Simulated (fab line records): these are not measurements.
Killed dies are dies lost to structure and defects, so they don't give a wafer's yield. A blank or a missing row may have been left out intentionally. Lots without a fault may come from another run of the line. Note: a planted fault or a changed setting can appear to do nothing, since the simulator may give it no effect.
fab line records	flow sky130
record lots=12	wafers=36	last-day=50
route steps=708 shown POLY_GATE@228 SD_P@328 RES_XHIGH@360
lots that met no fault: from a run of the same line without faults
start-h: the number of hours between the record's first day and the start of the first shown wafer of the lot	wait-h: hours since the lot's step before	" same as the row above	L1.1+2: a single row standing in for several wafers	- either no value or no given start	* or withheld: withheld	< > ~ a bound
route shown NAME@n: a module of which the file shows steps, and the number in the route of the first	usual: mean and standard deviation over wafers with no fault	same: alike in all rows	chamber/n: place in a boat	sites: readings site by site	_std_site: the values' standard deviation	_edge_site: mean of outer sites minus mean of inner sites	radius-mm: for every site, how far away it sits from the centre of the wafer	mask NAME#n: copy n	behind: the tool/chamber that last shaped the wafer	hold: cause of the lot's hold/its duration in hours/its outcome	device: the n, p or np transistor that did not switch	end of line: the tests these same wafers got at the end of their route	for a step that has no rows: nothing shown but its recipe	killed: count of dies lost to structure and defects at first sort (not the wafer's yield)	map: the dies of a wafer, with x for killed, . for not killed, _ for no die there
set.NAME: the setting that was run; set.NAME@STEP: the one run at that earlier step	model.NAME: the simulator's own value behind a step, which no gauge read
steps of the route over a sample of lots; a table a step, a row a wafer
services: when a tool's chamber went out of use (start-h, in hours from the record's first day, below 0 if earlier), for how many hours, and the reason
## steps
# step SKY_POLY_GATE_OVL_MEAS_14
# usual POLY_GATE_OVL=-1/5.2
lot.wafer	tool	chamber	start-h	wait-h	POLY_GATE_OVL[nm]
L468.1	overlay-01	-	361.68	0.1	-8
L468.4	"	-	"	"	-2
L468.6	"	-	"	"	2
L469.2	overlay-02	-	376.38	0.1	-7
L469.3	"	-	"	"	2
L469.6	"	-	"	"	-2
L472.3	overlay-01	-	408.09	0.1	1
L472.4	"	-	"	"	7
L472.6	"	-	"	"	8
L473.1	overlay-02	-	417.74	0.1	1
L473.3	"	-	"	"	6
L473.4	"	-	"	"	13
L474.2	overlay-02	-	425.70	0.1	12
L474.3	"	-	"	"	8
L474.4	"	-	"	"	11
L475.4	overlay-02	-	427.96	0.1	-4
L475.5	"	-	"	"	-4
L475.6	"	-	"	"	-7
L477.2	overlay-01	-	446.40	0.1	-13
L477.5	"	-	"	"	6
L477.6	"	-	"	"	-2
L478.3	overlay-02	-	469.67	0.1	-6
L478.4	"	-	"	"	4
L478.5	"	-	"	"	-3
L481.1	overlay-01	-	490.27	0.1	-3
L481.2	"	-	"	"	1
L481.5	"	-	"	"	3
L486.3	overlay-01	-	530.72	0.1	-4
L486.4	"	-	"	"	-1
L486.6	"	-	"	"	-3
L488.1	overlay-02	-	546.46	0.1	5
L488.2	"	-	"	"	-9
L488.4	"	-	"	"	1
L489.3	overlay-01	-	549.92	0.1	0
L489.5	"	-	"	"	-11
L489.6	"	-	"	"	-7
# step SKY_SD_P_OVL_MEAS_08
# usual SD_P_OVL=-0.2/1.8
lot.wafer	tool	chamber	start-h	wait-h	SD_P_OVL[nm]
L468.1	overlay-01	-	578.74	0.1	-2.5
L468.4	"	-	"	"	-1.7
L468.6	"	-	"	"	-1.6
L469.2	overlay-01	-	595.23	0.1	0.0
L469.3	"	-	"	"	-0.4
L469.6	"	-	"	"	-0.2
L472.3	overlay-01	-	621.67	0.1	-0.5
L472.4	"	-	"	"	-3.1
L472.6	"	-	"	"	-1.0
L473.1	overlay-01	-	633.84	0.1	1.8
L473.3	"	-	"	"	-0.4
L473.4	"	-	"	"	-0.1
L474.2	overlay-01	-	642.05	0.1	2.7
L474.3	"	-	"	"	1.7
L474.4	"	-	"	"	2.6
L475.4	overlay-01	-	660.10	0.1	-0.3
L475.5	"	-	"	"	-1.0
L475.6	"	-	"	"	0.3
L477.2	overlay-02	-	663.04	0.1	0.0
L477.5	"	-	"	"	0.0
L477.6	"	-	"	"	1.5
L478.3	overlay-01	-	682.40	0.1	-3.3
L478.4	"	-	"	"	-1.7
L478.5	"	-	"	"	-2.5
L481.1	overlay-02	-	701.41	0.1	-0.7
L481.2	"	-	"	"	-1.9
L481.5	"	-	"	"	-0.5
L486.3	overlay-01	-	740.00	0.1	-3.6
L486.4	"	-	"	"	-0.3
L486.6	"	-	"	"	-2.7
L488.1	overlay-01	-	750.46	0.1	-0.7
L488.2	"	-	"	"	0.5
L488.4	"	-	"	"	-1.4
L489.3	overlay-02	-	754.80	0.1	1.8
L489.5	"	-	"	"	1.1
L489.6	"	-	"	"	1.0
# step SKY_SD_P_IMPLANT_09
# recipe species=BF2	energy-kev=20	dose-cm2=3e+15	tilt-deg=0
# usual beam-energy-keV=20.000/0.0065
lot.wafer	tool	chamber	start-h	wait-h	beam-energy-keV
L468.1	implanter-04	0	578.78	0.0	19.998
L468.4	"	0	"	"	19.986
L468.6	"	0	"	"	19.997
L469.2	implanter-04	0	595.29	0.0	20.003
L469.3	"	0	"	"	19.998
L469.6	"	0	"	"	19.995
L472.3	implanter-02	0	622.00	0.3	20.004
L472.4	"	0	"	"	19.998
L472.6	"	0	"	"	20.004
L473.1	implanter-03	0	633.87	0.0	19.990
L473.3	"	0	"	"	20.003
L473.4	"	0	"	"	19.997
L474.2	implanter-04	0	642.10	0.0	20.002
L474.3	"	0	"	"	20.013
L474.4	"	0	"	"	20.005
L475.4	implanter-04	0	660.19	0.1	20.012
L475.5	"	0	"	"	20.010
L475.6	"	0	"	"	20.009
L477.2	implanter-04	0	663.10	0.0	19.305
L477.5	"	0	"	"	19.307
L477.6	"	0	"	"	19.307
L478.3	implanter-03	0	682.48	0.1	19.998
L478.4	"	0	"	"	19.989
L478.5	"	0	"	"	19.992
L481.1	implanter-04	0	701.44	0.0	19.312
L481.2	"	0	"	"	19.306
L481.5	"	0	"	"	19.307
L486.3	implanter-02	0	740.08	0.1	20.000
L486.4	"	0	"	"	20.000
L486.6	"	0	"	"	19.999
L488.1	implanter-03	0	750.49	0.0	19.993
L488.2	"	0	"	"	19.990
L488.4	"	0	"	"	19.994
L489.3	implanter-02	0	754.87	0.1	20.000
L489.5	"	0	"	"	19.995
L489.6	"	0	"	"	20.002
# step SKY_SD_P_STRIP_10
# recipe chemistry=O2/N2	power-w=1400	pressure-mtorr=1500	platen-temp-c=withheld	o2-flow-sccm=3000	n2-flow-sccm=300	overash-fraction=0.5
# usual drypump-motor-current-A=5.5/0.32	oes-product-au=0.618/0.0046	strip-time-to-endpoint-s=17.50/0.034
lot.wafer	tool	chamber	start-h	wait-h	drypump-motor-current-A	oes-product-au	rf-hours-counter-h	strip-time-to-endpoint-s
L468.1	plasma-asher-02	0	578.93	0.1	5.6	0.613	46	17.52
L468.4	"	1	"	"	5.2	0.613	-	17.50
L468.6	"	0	"	"	5.6	0.615	-	17.50
L469.2	plasma-asher-02	1	595.41	0.1	5.3	0.613	48	17.46
L469.3	"	0	"	"	5.7	0.615	-	17.48
L469.6	"	0	"	"	5.7	0.615	-	17.51
L472.3	plasma-asher-04	1	622.14	0.1	5.0	0.614	-	17.54
L472.4	"	0	"	"	5.9	0.619	-	17.58
L472.6	"	1	"	"	5.0	0.608	-	17.57
L473.1	plasma-asher-02	1	634.02	0.1	5.2	0.630	52	17.47
L473.3	"	1	"	"	5.2	0.618	-	17.51
L473.4	"	0	"	"	5.6	0.618	-	17.49
L474.2	plasma-asher-03	1	642.23	0.1	5.9	0.619	85	17.44
L474.3	"	0	"	"	5.1	0.618	-	17.44
L474.4	"	1	"	"	5.9	0.622	-	17.45
L475.4	plasma-asher-02	1	660.30	0.1	5.2	0.625	-	17.48
L475.5	"	0	"	"	5.6	0.615	-	17.47
L475.6	"	1	"	"	5.2	0.609	-	17.48
L477.2	plasma-asher-02	0	663.26	0.1	5.6	0.615	55	17.41
L477.5	"	0	"	"	5.7	0.611	-	17.38
L477.6	"	1	"	"	5.3	0.626	-	17.36
L478.3	plasma-asher-02	0	682.61	0.1	5.6	0.619	-	17.48
L478.4	"	1	"	"	5.3	0.608	-	17.42
L478.5	"	1	"	"	5.3	0.623	-	17.47
L481.1	plasma-asher-04	0	701.59	0.1	5.9	0.615	93	17.42
L481.2	"	1	"	"	5.0	0.625	93	17.41
L481.5	"	1	"	"	5.0	0.625	-	17.46
L486.3	plasma-asher-03	0	740.21	0.1	5.1	0.616	-	17.56
L486.4	"	1	"	"	5.9	0.624	-	17.55
L486.6	"	0	"	"	5.1	0.613	-	17.50
L488.1	plasma-asher-02	1	750.64	0.1	5.3	0.619	64	17.48
L488.2	"	0	"	"	5.7	0.620	64	17.46
L488.4	"	0	"	"	5.6	0.619	-	17.51
L489.3	plasma-asher-04	0	755.01	0.1	6.0	0.618	-	17.52
L489.5	"	1	"	"	5.0	0.612	-	17.48
L489.6	"	0	"	"	6.0	0.623	-	17.44
# step SKY_SD_N_RS_MEAS_17
# recipe thk-meas-gauge=four-point-probe
# usual SD_P_RS=146.9/0.44
lot.wafer	tool	chamber	start-h	wait-h	SD_P_RS[ohm/sq]
L468.1	film-metro-01	-	636.40	0.1	146.7
L468.4	"	-	"	"	147.4
L468.6	"	-	"	"	147.0
L469.2	film-metro-01	-	653.37	0.1	147.1
L469.3	"	-	"	"	146.9
L469.6	"	-	"	"	147.0
L472.3	film-metro-04	-	680.41	0.1	146.8
L472.4	"	-	"	"	146.9
L472.6	"	-	"	"	146.2
L473.1	film-metro-01	-	691.75	0.1	146.7
L473.3	"	-	"	"	146.7
L473.4	"	-	"	"	147.2
L474.2	film-metro-04	-	699.90	0.1	147.3
L474.3	"	-	"	"	147.3
L474.4	"	-	"	"	147.7
L475.4	film-metro-01	-	717.28	0.1	147.2
L475.5	"	-	"	"	147.3
L475.6	"	-	"	"	147.4
L477.2	film-metro-02	-	721.62	0.1	149.3
L477.5	"	-	"	"	149.4
L477.6	"	-	"	"	149.3
L478.3	film-metro-04	-	739.57	0.1	146.5
L478.4	"	-	"	"	147.0
L478.5	"	-	"	"	146.4
L481.1	film-metro-01	-	757.91	0.1	148.7
L481.2	"	-	"	"	148.7
L481.5	"	-	"	"	148.5
L486.3	film-metro-01	-	794.74	0.1	147.4
L486.4	"	-	"	"	146.9
L486.6	"	-	"	"	147.4
L488.1	film-metro-01	-	804.75	0.1	146.8
L488.2	"	-	"	"	146.4
L488.4	"	-	"	"	146.7
L489.3	film-metro-02	-	808.87	0.1	148.0
L489.5	"	-	"	"	147.9
L489.6	"	-	"	"	147.7
# step SKY_SD_N_RS_MEAS_18
# recipe thk-meas-gauge=four-point-probe
# usual RES_XHIGH_RS=332.9/1.3
lot.wafer	tool	chamber	start-h	wait-h	RES_XHIGH_RS[ohm/sq]
L468.1	film-metro-01	-	636.52	0.1	331.8
L468.4	"	-	"	"	331.5
L468.6	"	-	"	"	332.0
L469.2	film-metro-01	-	653.49	0.1	332.8
L469.3	"	-	"	"	331.5
L469.6	"	-	"	"	332.0
L472.3	film-metro-04	-	680.53	0.1	333.7
L472.4	"	-	"	"	333.5
L472.6	"	-	"	"	334.1
L473.1	film-metro-01	-	691.87	0.1	336.3
L473.3	"	-	"	"	335.9
L473.4	"	-	"	"	334.6
L474.2	film-metro-04	-	700.02	0.1	330.9
L474.3	"	-	"	"	332.3
L474.4	"	-	"	"	332.1
L475.4	film-metro-01	-	717.40	0.1	332.9
L475.5	"	-	"	"	333.4
L475.6	"	-	"	"	332.9
L477.2	film-metro-02	-	721.74	0.1	331.7
L477.5	"	-	"	"	332.0
L477.6	"	-	"	"	333.2
L478.3	film-metro-04	-	739.69	0.1	332.7
L478.4	"	-	"	"	332.3
L478.5	"	-	"	"	332.7
L481.1	film-metro-01	-	758.03	0.1	332.7
L481.2	"	-	"	"	333.4
L481.5	"	-	"	"	331.6
L486.3	film-metro-01	-	794.86	0.1	334.2
L486.4	"	-	"	"	333.6
L486.6	"	-	"	"	334.5
L488.1	film-metro-01	-	804.87	0.1	333.9
L488.2	"	-	"	"	332.4
L488.4	"	-	"	"	333.0
L489.3	film-metro-02	-	808.99	0.1	332.7
L489.5	"	-	"	"	331.8
L489.6	"	-	"	"	331.8
## services
tool	chamber	start-h	hours	kind
plasma-asher-03	-	565.76	0.9	repair
implanter-04	-	567.78	2.3	repair
implanter-02	-	570.46	9.5	repair
implanter-02	-	584.73	2.3	repair
implanter-02	-	586.08	1.6	repair
plasma-asher-04	-	590.36	14.9	pm
plasma-asher-02	-	611.40	4.5	repair
implanter-02	-	616.53	2.0	repair
implanter-03	-	620.63	1.3	repair
implanter-04	-	621.66	0.9	repair
implanter-02	-	622.51	4.4	pm
plasma-asher-04	-	627.14	42.1	repair
plasma-asher-03	-	647.15	2.8	pm
implanter-03	-	661.04	3.8	repair
plasma-asher-04	-	667.01	6.2	repair
implanter-04	-	673.07	17.7	repair
implanter-02	-	699.37	36.2	repair
implanter-04	-	706.44	3.4	repair
plasma-asher-04	-	733.75	9.0	pm
plasma-asher-04	0	733.75	9.0	vent-cycle
plasma-asher-04	1	733.75	9.0	vent-cycle
plasma-asher-02	-	742.67	0.7	repair
plasma-asher-02	-	751.20	4.2	repair
plasma-asher-03	-	752.68	1.3	repair
## key
first-sign step=SKY_SD_P_IMPLANT_09	reading=beam-energy-keV	direction=down	sigmas=99+	usual=*	struck=*
effect step=SKY_SD_P_STRIP_10	reading=strip-time-to-endpoint-s	direction=down	sigmas=2.6	usual=*	struck=*
effect step=SKY_SD_N_RS_MEAS_17	reading=SD_P_RS	direction=up	sigmas=4.8	usual=146.9	struck=149.0
met-at SKY_SD_P_IMPLANT_09
struck-lots L477,L481
tester-left-out L477,L481
not-acting-at SKY_POLY_GATE_OVL_MEAS_14,SKY_SD_P_OVL_MEAS_08,SKY_SD_N_RS_MEAS_18
onset-between 660.19 663.10
fault kind=process-parameter-drift	tool=implanter-04	chamber=-	onset-h=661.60	steps=SKY_SD_P_IMPLANT_09	channel=energy-kev	offset=*	shape=step	end-h=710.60	acts-in=*	stated=*
# tester-left-out: of these lots the tester's yield and bins aren't shown, on N5 and GAA mostly nor the transistor test; their killed dies are dies lost to structure and defects alone, not to doping, threshold or leakage, so they don't give the yield
